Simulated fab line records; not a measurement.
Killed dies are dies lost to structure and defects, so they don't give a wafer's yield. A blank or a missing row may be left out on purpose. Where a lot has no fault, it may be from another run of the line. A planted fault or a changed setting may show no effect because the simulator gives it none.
fab line records	flow sky130
record lots=10	wafers=30	last-day=50
route steps=708 shown CAP2M@605 METAL4@628 PAD_OPEN@708
lots that met no fault: from a run of the same line without faults
start-h: hours from the record's first day to the start of the lot's first wafer shown	wait-h: time in hours since the lot's previous step	" as in the row above	L1.1+2: a single row standing in for several wafers	- value missing, or start not given	* or withheld: withheld	< > ~ a bound
route shown NAME@n: a module of which the file shows steps, and the number in the route of the first	usual: average and standard deviation across the fault-free wafers	same: alike in all rows	chamber/n: place in a boat	sites: each site's reading	_std_site: their standard deviation	_edge_site: inner sites' mean taken away from outer sites' mean	radius-mm: for every site, how far away it sits from the centre of the wafer	mask NAME#n: copy n	behind: the most recent tool/chamber to have shaped the wafer	hold: cause of the lot's hold/its duration in hours/its outcome	device: transistor that didn't switch, given as n, p or np	end of line: tests of these same wafers at the route's end	a step given without rows: its recipe and nothing more	killed: dies that structure and defects cost at the first sort, which is not the same as the wafer's yield	map: shows each die of a wafer: x if killed, . if not, _ if none is there
set.NAME: the run value of the setting; set.NAME@STEP: its run value at that earlier step	model.NAME: the simulator's own value behind a step, which no gauge read
a sample of lots followed through the steps of the route, with each step as a table and each wafer as a row
services: from which hour (start-h, from the record's first day; less than 0 if before it) a tool's chamber was out of use, for how many hours, and why
## steps
# step SKY_CAP2M_SPUTTER_02
# recipe material=TiN	target-thk-nm=200	temp-c=300	power-w=6500	time-s=166.7	chamber-pressure-pa=0.4
# usual cathode-dc-power-W=6499.9/1.2	throttle-valve-pct=29.7/1.2
lot.wafer	tool	chamber	start-h	wait-h	cathode-dc-power-W	throttle-valve-pct
L196.2	pvd-sputter-04	-	935.65	0.0	6498.2	31.3
L196.4	"	-	"	"	6501.0	31.1
L196.6	"	-	"	"	6501.4	29.8
L197.1	pvd-sputter-02	-	938.98	0.1	6499.0	29.1
L197.2	"	-	"	"	6498.5	30.6
L197.4	"	-	"	"	6500.7	27.4
L203.2	pvd-sputter-04	-	978.00	0.0	6499.8	29.8
L203.4	"	-	"	"	6498.6	29.9
L203.6	"	-	"	"	6499.2	30.1
L204.1	pvd-sputter-02	-	986.55	0.1	6500.2	30.6
L204.4	"	-	"	"	6499.7	27.2
L204.6	"	-	"	"	6500.0	30.5
L205.4	pvd-sputter-02	-	998.66	0.0	6498.7	30.4
L205.5	"	-	"	"	6500.5	30.7
L205.6	"	-	"	"	6500.5	29.0
L206.2	pvd-sputter-04	-	998.75	0.0	6501.1	29.9
L206.4	"	-	"	"	6501.0	27.7
L206.6	"	-	"	"	6499.4	31.1
L211.2	pvd-sputter-02	-	1044.91	0.0	6499.7	30.6
L211.3	"	-	"	"	6499.4	29.1
L211.4	"	-	"	"	6500.6	27.6
L216.1	pvd-sputter-03	-	1059.11	0.1	6500.4	30.2
L216.4	"	-	"	"	6501.7	30.2
L216.6	"	-	"	"	6500.7	30.1
L217.1	pvd-sputter-02	-	1070.31	0.1	6500.2	27.7
L217.2	"	-	"	"	6500.5	30.5
L217.5	"	-	"	"	6498.2	27.4
L218.2	pvd-sputter-02	-	1079.67	0.0	6499.3	30.5
L218.4	"	-	"	"	6496.0	30.8
L218.5	"	-	"	"	6499.3	27.4
# step SKY_METAL4_DEVELOP_12
# recipe develop-time-s=60	resist=KrF-thick	dev-temp-c=21
# usual resist-line-temp-C=22.99/0.1
lot.wafer	tool	chamber	start-h	wait-h	resist-line-temp-C
L196.2	litho-track-03	0	984	-	22.86
L196.4	"	0	"	"	23.17
L196.6	"	0	"	"	23.02
L197.1	litho-track-04	0	987	-	22.98
L197.2	"	0	"	"	23.06
L197.4	"	0	"	"	22.94
L203.2	litho-track-03	0	1025	-	22.89
L203.4	"	0	"	"	22.85
L203.6	"	0	1026	-	22.91
L204.1	litho-track-04	0	1032	-	22.80
L204.4	"	0	"	"	22.93
L204.6	"	0	"	"	22.89
L205.4	litho-track-04	0	1044	-	22.72
L205.5	"	0	"	"	22.85
L205.6	"	0	"	"	22.79
L206.2	litho-track-04	0	1046	-	22.92
L206.4	"	0	"	"	23.02
L206.6	"	0	"	"	22.99
L211.2	litho-track-03	0	1087	-	23.14
L211.3	"	0	"	"	22.90
L211.4	"	0	"	"	22.99
L216.1	litho-track-04	0	1101	-	23.14
L216.4	"	0	"	"	22.93
L216.6	"	0	"	"	23.00
L217.1	litho-track-04	0	1112	-	22.83
L217.2	"	0	"	"	23.05
L217.5	"	0	"	"	23.03
L218.2	litho-track-03	0	1120	-	23.02
L218.4	"	0	"	"	23.10
L218.5	"	0	"	"	23.03
# step SKY_METAL4_CD_MEAS_13
# recipe target-cd-nm=300
# usual cd-nm=299.9/1.5
lot.wafer	tool	chamber	start-h	wait-h	cd-nm
L196.2	cd-sem-02	-	984.58	-	300.5
L196.4	"	-	"	"	299.9
L196.6	"	-	"	"	299.6
L197.1	cd-sem-01	-	987.62	-	299.4
L197.2	"	-	"	"	298.1
L197.4	"	-	"	"	299.0
L203.2	cd-sem-01	-	1026.08	-	298.8
L203.4	"	-	"	"	300.4
L203.6	"	-	"	"	298.6
L204.1	cd-sem-02	-	1032.72	-	308.2
L204.4	"	-	"	"	308.2
L204.6	"	-	"	"	307.2
L205.4	cd-sem-02	-	1044.93	-	306.8
L205.5	"	-	"	"	305.3
L205.6	"	-	"	"	307.1
L206.2	cd-sem-02	-	1046.84	-	306.5
L206.4	"	-	"	"	304.9
L206.6	"	-	"	"	304.4
L211.2	cd-sem-01	-	1087.78	-	299.7
L211.3	"	-	"	"	297.8
L211.4	"	-	"	"	298.3
L216.1	cd-sem-02	-	1101.52	-	302.8
L216.4	"	-	"	"	301.5
L216.6	"	-	"	"	302.6
L217.1	cd-sem-02	-	1112.47	-	299.5
L217.2	"	-	"	"	299.6
L217.5	"	-	"	"	300.1
L218.2	cd-sem-02	-	1120.28	-	301.8
L218.4	"	-	"	"	300.7
L218.5	"	-	"	"	301.0
# step SKY_METAL4_ETCH_16
# recipe chemistry=N2/H2	target=BARC	ion-energy-ev=200	bias-w=100	pressure-mtorr=30	n2-flow-sccm=100	h2-flow-sccm=200	icp-w=500	stop-on=SiO2	time-s=88.2	target-depth-a=600
# usual drypump-motor-current-A=6.0/0.41	oes-product-au=0.625/0.0041	rf-fwd-power-W=496.0/1.8	throttle-valve-pct=13.204/0.0092
lot.wafer	tool	chamber	start-h	wait-h	drypump-motor-current-A	oes-product-au	rf-fwd-power-W	rf-hours-counter-h	throttle-valve-pct
L196.2	rie-metal-01	1	984.75	0.0	6.2	0.630	497.3	6	13.216
L196.4	"	0	"	"	6.4	0.626	493.8	-	13.210
L196.6	"	1	"	"	6.2	0.624	494.7	-	13.201
L197.1	rie-metal-01	0	987.80	0.0	6.4	0.626	495.7	8	13.197
L197.2	"	1	"	"	6.2	0.623	498.9	6	13.215
L197.4	"	1	"	"	6.2	0.626	497.2	-	13.200
L203.2	rie-metal-03	0	1026.25	0.0	5.6	0.624	496.9	13	13.218
L203.4	"	1	"	"	5.4	0.630	495.3	-	13.197
L203.6	"	0	"	"	5.6	0.629	494.8	-	13.208
L204.1	rie-metal-01	0	1032.90	0.0	6.4	0.625	498.2	11	13.203
L204.4	"	1	"	"	6.2	0.624	497.4	-	13.195
L204.6	"	0	"	"	6.4	0.623	496.9	-	13.208
L205.4	rie-metal-01	0	1045.09	0.0	6.4	0.624	498.1	-	13.205
L205.5	"	0	"	"	6.4	0.624	497.2	-	13.208
L205.6	"	1	"	"	6.2	0.632	497.8	-	13.210
L206.2	rie-metal-03	1	1047.00	0.0	5.4	0.627	497.1	10	13.201
L206.4	"	0	"	"	5.6	0.621	494.1	-	13.203
L206.6	"	0	"	"	5.5	0.622	496.9	-	13.206
L211.2	rie-metal-03	0	1087.95	0.0	5.6	0.628	495.9	16	13.210
L211.3	"	1	"	"	5.5	0.628	495.5	-	13.190
L211.4	"	0	"	"	5.6	0.629	495.9	-	13.193
L216.1	rie-metal-01	1	1101.71	0.0	6.2	0.628	495.2	13	13.200
L216.4	"	0	"	"	6.4	0.631	494.8	-	13.231
L216.6	"	0	"	"	6.4	0.627	495.5	-	13.210
L217.1	rie-metal-03	0	1112.66	0.0	5.6	0.621	496.9	18	13.204
L217.2	"	1	"	"	5.4	0.626	495.4	14	13.207
L217.5	"	0	"	"	5.6	0.626	496.3	-	13.200
L218.2	rie-metal-04	0	1120.45	0.0	5.8	0.623	494.3	15	13.199
L218.4	"	0	"	"	5.8	0.629	495.4	-	13.202
L218.5	"	0	"	"	5.8	0.631	497.6	-	13.210
# step SKY_METAL4_METAL_ETCH_18
# recipe target-depth-a=8450	stop-on=SiO2	over-etch-frac=0.3	time-s=183.1	chemistry=Cl2/BCl3	resist-sidewall-deg=88	pressure-mtorr=10	icp-w=900	bias-w=48.5	Cl2_flow_sccm=60	bcl3-flow-sccm=30
# usual drypump-motor-current-A=5.9/0.42	oes-product-au=0.866/0.0057	rf-fwd-power-W=895.4/2.9	throttle-valve-pct=22.264/0.0092
# same over-etch-frac=0.3
lot.wafer	tool	chamber	start-h	wait-h	drypump-motor-current-A	oes-product-au	rf-fwd-power-W	rf-hours-counter-h	throttle-valve-pct
L196.2	rie-metal-04	1	984.86	0.0	6.5	0.863	896.5	20	22.254
L196.4	"	1	"	"	6.5	0.862	898.0	-	22.255
L196.6	"	1	"	"	6.6	0.868	896.3	-	22.248
L197.1	rie-metal-04	0	987.92	0.0	5.8	0.865	893.1	5	22.276
L197.2	"	1	"	"	6.5	0.867	900.3	21	22.242
L197.4	"	1	"	"	6.5	0.859	897.0	-	22.263
L203.2	rie-metal-04	0	1026.36	0.0	5.8	0.863	892.9	7	22.275
L203.4	"	1	"	"	6.6	0.866	891.1	-	22.253
L203.6	"	1	"	"	6.6	0.869	896.0	-	22.254
L204.1	rie-metal-03	0	1033.02	0.0	5.5	0.875	890.8	13	22.268
L204.4	"	1	"	"	5.4	0.874	902.7	-	22.268
L204.6	"	1	"	"	5.4	0.863	897.6	-	22.259
L205.4	rie-metal-04	0	1045.35	0.2	5.8	0.869	895.2	-	22.268
L205.5	"	0	"	"	5.8	0.851	893.7	-	22.273
L205.6	"	0	"	"	5.8	0.865	894.4	-	22.260
L206.2	rie-metal-04	0	1047.18	0.1	5.8	0.861	891.5	-	22.258
L206.4	"	0	"	"	5.8	0.872	890.6	-	22.273
L206.6	"	0	"	"	5.8	0.863	895.3	-	22.252
L211.2	rie-metal-04	0	1088.06	0.0	5.8	0.866	889.2	12	22.280
L211.3	"	1	"	"	6.6	0.868	894.5	-	22.275
L211.4	"	0	"	"	5.8	0.858	893.6	-	22.258
L216.1	rie-metal-04	0	1101.82	0.0	5.8	0.870	895.5	14	22.267
L216.4	"	0	"	"	5.8	0.876	892.3	-	22.270
L216.6	"	1	"	"	6.6	0.877	895.6	-	22.280
L217.1	rie-metal-04	0	1112.77	0.0	5.8	0.867	897.9	15	22.258
L217.2	"	1	"	"	6.6	0.870	896.5	4	22.269
L217.5	"	1	"	"	6.6	0.871	897.1	-	22.261
L218.2	rie-metal-03	1	1120.56	0.0	5.4	0.866	892.7	15	22.267
L218.4	"	1	"	"	5.4	0.864	894.2	-	22.257
L218.5	"	0	"	"	5.6	0.868	897.2	-	22.264
# step SKY_PAD_OPEN_PROBE_99
# usual defect-limited-yield=82.7/2	killed_at_M0_to_M3=42/6.8	killed_at_M4_up=3.2/1.8	killed-at-contacts=25/5.4	killed-at-front-end=15/4.5	killed-at-other=0.3/0.56	killed-dies=85/9.7	killed-open=46/7.1	killed-short=39/6.5	sort_bin_3_pad_short=0.9/0.42	sort_bin_5_function=10.4/1.5	sort_bin_6_memory=6.1/1.1	sort-n-pass=407/9.7	sort-yield-pct=82.7/2
# same gross-dies=492	killed-at-back-side=0	sort_bin_4_leakage[%]=0	sort_bin_8_speed[%]=0
lot.wafer	tool	chamber	start-h	wait-h	defect-limited-yield[%]	killed_at_M0_to_M3	killed_at_M4_up	killed-at-contacts	killed-at-front-end	killed-at-other	killed-dies	killed-open	killed-short	sort_bin_3_pad_short[%]	sort_bin_5_function[%]	sort_bin_6_memory[%]	sort-n-pass	sort-yield-pct[%]
L203.2	prober-02	-	1117.73	0.1	78.7	51	8	31	15	0	105	60	45	0.6	13.6	7.1	387	78.7
L204.1	prober-01	-	1123.48	0.1	82.1	45	3	19	21	0	88	46	42	0.8	10.4	6.7	404	82.1
L204.4	prober-01	-	1123.63	0.2	84.3	48	1	20	8	0	77	37	40	0.6	8.1	6.9	415	84.3
L204.6	prober-01	-	1123.73	0.2	82.3	33	4	23	26	1	87	39	48	0.4	10.4	6.9	405	82.3
L205.4	prober-02	-	1134.84	0.2	83.7	37	5	27	11	0	80	47	33	1.0	10.8	4.5	412	83.7
L205.5	prober-02	-	1134.89	0.2	84.1	29	4	26	18	1	78	45	33	0.6	10.2	5.1	414	84.1
L205.6	prober-02	-	1134.94	0.2	78.0	55	2	32	18	1	108	60	48	1.2	13.4	7.3	384	78.0
# killed by level:class
L203.2 VIA1:geometric-particle:open=12 VIA3:geometric-particle:open=12 CONTACT:geometric-particle:open=10 LI_CONTACT:geometric-particle:short=8 LI_CONTACT:geometric-particle:open=7 VIA2:geometric-particle:open=6 METAL1:geometric-particle:short=5 METAL4:geometric-particle:short=5
L204.1 VIA1:geometric-particle:open=12 VIA1:geometric-particle:short=7 LI_CONTACT:geometric-particle:open=7 VIA2:geometric-particle:open=7 FIELD_ISO:geometric-particle:open=5 FIELD_ISO:geometric-particle:short=5 CONTACT:geometric-particle:open=5 METAL1:geometric-particle:short=5
L204.4 METAL2:geometric-particle:short=11 VIA1:geometric-particle:open=9 CONTACT:geometric-particle:open=8 LI_CONTACT:geometric-particle:open=6 VIA2:geometric-particle:open=6 CONTACT:geometric-particle:short=4 METAL1:geometric-particle:short=4 VIA1:geometric-particle:short=4
L204.6 VIA1:geometric-particle:open=10 POLY_GATE:geometric-particle:short=9 LI_CONTACT:geometric-particle:open=7 VIA1:geometric-particle:short=6 LOCAL_INTERCONNECT:geometric-particle:short=5 CONTACT:geometric-particle:short=5 CONTACT:geometric-particle:open=5 POLY_GATE:geometric-particle:open=4
L205.4 CONTACT:geometric-particle:open=11 VIA1:geometric-particle:open=11 LI_CONTACT:geometric-particle:open=10 VIA1:geometric-particle:short=8 POLY_GATE:geometric-particle:open=4 METAL3:geometric-particle:short=4 METAL1:geometric-particle:short=3 VIA2:geometric-particle:short=3
L205.5 CONTACT:geometric-particle:open=12 POLY_GATE:geometric-particle:open=8 VIA1:geometric-particle:open=7 FIELD_ISO:geometric-particle:short=6 LI_CONTACT:geometric-particle:open=5 CONTACT:geometric-particle:short=4 VIA2:geometric-particle:short=4 VIA2:geometric-particle:open=4
L205.6 CONTACT:geometric-particle:open=15 VIA1:geometric-particle:open=12 LI_CONTACT:geometric-particle:open=8 METAL1:geometric-particle:short=8 VIA2:geometric-particle:open=7 METAL2:geometric-particle:short=5 POLY_GATE:geometric-particle:open=5 POLY_GATE:geometric-particle:short=5
## services
tool	chamber	start-h	hours	kind
pvd-sputter-03	-	918.92	2.0	repair
pvd-sputter-04	-	918.99	4.4	repair
pvd-sputter-04	2	924.56	-	consumable-replace:kit
pvd-sputter-04	2	924.56	18.0	scheduled-down
pvd-sputter-04	2	924.56	18.0	vent-cycle
pvd-sputter-04	-	958.79	6.9	repair
rie-metal-01	0	977.27	4.6	repair
pvd-sputter-02	-	1024.18	5.1	repair
pvd-sputter-03	2	1044.56	-	consumable-replace:kit
pvd-sputter-03	2	1044.56	18.0	scheduled-down
pvd-sputter-03	2	1044.56	18.0	vent-cycle
rie-metal-04	1	1044.71	-	clean
rie-metal-04	1	1044.71	20.0	scheduled-down
rie-metal-04	1	1044.71	20.0	vent-cycle
rie-metal-03	-	1057.03	2.8	pm
pvd-sputter-02	-	1072.05	6.8	repair
pvd-sputter-04	1	1084.32	-	consumable-replace:kit
pvd-sputter-04	1	1084.32	18.0	scheduled-down
pvd-sputter-04	1	1084.32	18.0	vent-cycle
pvd-sputter-04	-	1088.06	6.4	repair
pvd-sputter-02	3	1113.15	-	consumable-replace:kit
pvd-sputter-02	3	1113.15	18.0	scheduled-down
pvd-sputter-02	3	1113.15	18.0	vent-cycle
rie-metal-01	-	1116.12	0.2	repair
## key
first-sign step=SKY_METAL4_CD_MEAS_13	reading=cd-nm	direction=up	sigmas=4.3	usual=299.9	struck=306.5
effect none on later readings
met-at SKY_METAL4_DEVELOP_12
struck-lots L204,L205,L206
not-acting-at SKY_CAP2M_SPUTTER_02,SKY_METAL4_ETCH_16,SKY_METAL4_METAL_ETCH_18
onset-between 987 1032
fault kind=process-parameter-drift	tool=litho-track-04	chamber=-	onset-h=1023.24	steps=SKY_METAL4_DEVELOP_12	channel=develop-time-s	offset=*	shape=step	end-h=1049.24	acts-in=*	stated=*
